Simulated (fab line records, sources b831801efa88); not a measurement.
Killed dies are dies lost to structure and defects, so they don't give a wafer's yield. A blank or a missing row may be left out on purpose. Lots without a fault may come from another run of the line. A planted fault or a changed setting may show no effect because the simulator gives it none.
Which tool did it? | flow gf180mcu | 6 lots, 18 wafers sampled, at 4 steps of a route of 602

WHAT THE GAUGES READ, wafer by wafer
GF_M5_CD_MEAS_07: target cd 280 nm.
lot  | measured     | on        | cd_nm (nm)
L440 | day 27 11:02 | cd_sem-01 | 280.5 278.7 280.0
L443 | day 28 16:20 | cd_sem-02 | 281.3 281.2 281.2
L446 | day 29 11:40 | cd_sem-02 | 280.8 279.1 280.1
L451 | day 30 22:20 | cd_sem-02 | 279.3 279.9 278.6
L457 | day 32 06:55 | cd_sem-01 | 280.3 279.7 278.8
L459 | day 32 17:30 | cd_sem-02 | 281.2 279.7 280.8

WHICH TOOL RAN EACH LOT (tool, then ch and the chambers of the sampled wafers, then the start)
lot  | GF_MIM_SPUTTER_07            | GF_MIM_SPUTTER_08            | GF_M5_EXPOSE_04
L440 | pvd_sputter-01, day 25 17:37 | pvd_sputter-01, day 25 17:40 | krf_scanner-01 ch 0, day 27 01:27
L443 | pvd_sputter-01, day 27 00:25 | pvd_sputter-01, day 27 00:28 | krf_scanner-01 ch 0, day 28 07:22
L446 | pvd_sputter-01, day 27 21:01 | pvd_sputter-01, day 27 21:04 | krf_scanner-01 ch 0, day 29 02:23
L451 | pvd_sputter-02, day 29 09:04 | pvd_sputter-02, day 29 09:07 | krf_scanner-01 ch 0, day 30 13:46
L457 | pvd_sputter-01, day 30 20:21 | pvd_sputter-01, day 30 20:23 | krf_scanner-02 ch 0, day 31 22:38
L459 | pvd_sputter-01, day 31 07:01 | pvd_sputter-01, day 31 07:03 | krf_scanner-02 ch 0, day 32 09:29
- GF_MIM_SPUTTER_07: material TiN, target thk 60 nm, time 50 s.
- GF_MIM_SPUTTER_08: material AlCu, target thk 200 nm, time 10.6 s.
- GF_M5_EXPOSE_04: exposes mask Metal5, target cd 280 nm.

THE ANSWER, worked out from the rows above alone
Rule: what is usual is taken from the lots themselves. Put in order of their means at a reading, lots are off if they are a third of the lots or fewer, leave a main group of 4 or more, and stand apart from it by a gap of 3 or more times the standard deviation of the main group's means; of several such gaps the widest counts. A main group whose means are all the same, to the digits that the tables above print for the reading, isn't used. A lot without any number at a reading at which 4 lots or more have one is off too. The other lots that the step has rows for count as sound.
No lot is off at any reading shown: from this, nothing can be told.

WHAT THE SIMULATOR HAD PUT IN
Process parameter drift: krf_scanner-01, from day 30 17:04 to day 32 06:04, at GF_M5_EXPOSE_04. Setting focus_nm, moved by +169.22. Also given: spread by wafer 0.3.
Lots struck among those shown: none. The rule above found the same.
